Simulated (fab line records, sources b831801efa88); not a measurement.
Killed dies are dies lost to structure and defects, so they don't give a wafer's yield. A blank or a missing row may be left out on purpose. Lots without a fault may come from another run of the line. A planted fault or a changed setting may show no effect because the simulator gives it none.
Which tool did it? | flow sky130 | 12 lots, 36 wafers sampled, at 1 step of a route of 708

WHAT THE GAUGES READ, wafer by wafer
SKY_CONTACT_BOW_MEAS_05.
lot  | measured     | on            | CONTACT_BOW (um)
L075 | day 30 13:42 | film_metro-02 | 80 83 79
L077 | day 31 16:16 | film_metro-01 | 81 68 78
L079 | day 31 23:21 | film_metro-01 | 84 78 80
L082 | day 33 20:12 | film_metro-01 | 80 85 76
L081 | day 33 22:55 | film_metro-03 | 81 86 86
L085 | day 34 05:51 | film_metro-03 | 80 79 76
L087 | day 35 05:11 | film_metro-03 | 83 83 81
L089 | day 35 19:17 | film_metro-01 | 83 78 88
L092 | day 36 02:29 | film_metro-02 | 86 87 80
L093 | day 36 17:16 | film_metro-03 | 91 71 71
L095 | day 37 01:32 | film_metro-02 | 77 73 77
L097 | day 37 13:41 | film_metro-03 | 91 75 79

WHICH TOOL RAN EACH LOT (tool, then ch and the chambers of the sampled wafers, then the start)
The record holds no process step before these readings.

THE ANSWER, worked out from the rows above alone
Rule: what is usual is taken from the lots themselves. Put in order of their means at a reading, lots are off if they are a third of the lots or fewer, leave a main group of 4 or more, and stand apart from it by a gap of 3 or more times the standard deviation of the main group's means; of several such gaps the widest counts. A main group whose means are all the same, to the digits that the tables above print for the reading, isn't used. A lot without any number at a reading at which 4 lots or more have one is off too. The other lots that the step has rows for count as sound.
No lot is off at any reading shown: from this, nothing can be told.

WHAT THE SIMULATOR HAD PUT IN
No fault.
